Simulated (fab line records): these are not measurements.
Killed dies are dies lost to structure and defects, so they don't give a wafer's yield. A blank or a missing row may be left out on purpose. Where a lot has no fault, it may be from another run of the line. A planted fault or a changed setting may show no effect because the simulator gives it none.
One fault seen from 2 desks / flow gf180mcu / what lay behind the numbers comes last; until then each desk has only its own

FROM THE METROLOGY DESK
Means of the sampled wafers that have a number, per lot and without regard to the tool the lot ran on: this is what the gauges read. Marked OUT: a lot whose mean sits more than 4 standard deviations from the usual mean, which makes it out of limits; the brackets give that distance.
Columns: A = PSD_RS at GF_PSD_RS_MEAS_15, usual 109.2 ohm/sq; B = SALICIDE_TIN_RS at GF_SALICIDE_RS_MEAS_04, usual 16.1 ohm/sq
lot=L740; first seen here=day 14 23:29; A=108.9; B=16.4
lot=L741; first seen here=day 15 01:58; A=109.0; B=16.1
lot=L743; first seen here=day 16 00:23; A=108.7; B=15.9
lot=L742; first seen here=day 16 01:20; A=109.2; B=15.7
lot=L744; first seen here=day 16 15:19; A=109.5; B=15.9
lot=L746; first seen here=day 16 22:31; A=109.1; B=16.1
lot=L748; first seen here=day 17 19:32; A=109.3; B=15.8
lot=L749; first seen here=day 18 08:18; A=109.5; B=16.2
lot=L750; first seen here=day 18 10:50; A=109.9; B=15.8
lot=L752; first seen here=day 19 11:35; A=109.0; B=16.5
lot=L753; first seen here=day 19 12:41; A=109.2; B=25.6 (+27) OUT
lot=L754; first seen here=day 19 15:27; A=109.0; B=16.7
lot=L755; first seen here=day 20 07:06; A=109.5; B=24.8 (+25) OUT
lot=L760; first seen here=day 22 03:11; A=109.6; B=16.0
Finding of this desk: L753, L755 out of limits, first seen on L753 at day 20 13:26 (SALICIDE_TIN_RS at GF_SALICIDE_RS_MEAS_04). L740, L741, L743, L742, L744, L746, L748, L749, L750, L752, L754, L760: within limits.

TOOL OWNER'S DESK, pvd sputter-03
The tool's own readings at GF_SALICIDE_SPUTTER_02 (material Co, target thk 10 nm, time 20 s): means of the sampled wafers that have a number, for each lot that ran on this tool. Marked OUT: a lot whose mean sits more than 4 standard deviations from the usual mean, which makes it out of limits; the brackets give that distance.
Columns: A = throttle valve pct at GF_SALICIDE_SPUTTER_02, usual 30.0 %
lot=L741; first seen here=day 16 00:39; A=29.3
lot=L744; first seen here=day 17 14:28; A=29.8
lot=L746; first seen here=day 17 22:16; A=30.4
lot=L748; first seen here=day 18 20:00; A=30.9
lot=L750; first seen here=day 19 11:28; A=30.9
lot=L753; first seen here=day 20 13:23; A=30.2
lot=L755; first seen here=day 21 07:51; A=30.3
Finding of this desk: none of the 7 lots has anything out of limits.

PUT TOGETHER
The metrology desk could have raised an alarm at day 20 13:26, on L753, L755.
The desk of the tool owner found nothing out of limits.
Tool owner's desk: L753, L755 on record, inside its limits.
The lots listed all ran GF_SALICIDE_SPUTTER_02 on pvd sputter-03.

WHAT THE SIMULATOR HAD INSERTED
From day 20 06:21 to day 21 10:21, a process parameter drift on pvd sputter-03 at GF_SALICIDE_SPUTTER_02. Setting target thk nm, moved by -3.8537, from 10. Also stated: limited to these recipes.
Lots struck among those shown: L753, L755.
Delay in hours, fault start to first out-of-limits reading, per desk: metrology desk 7.
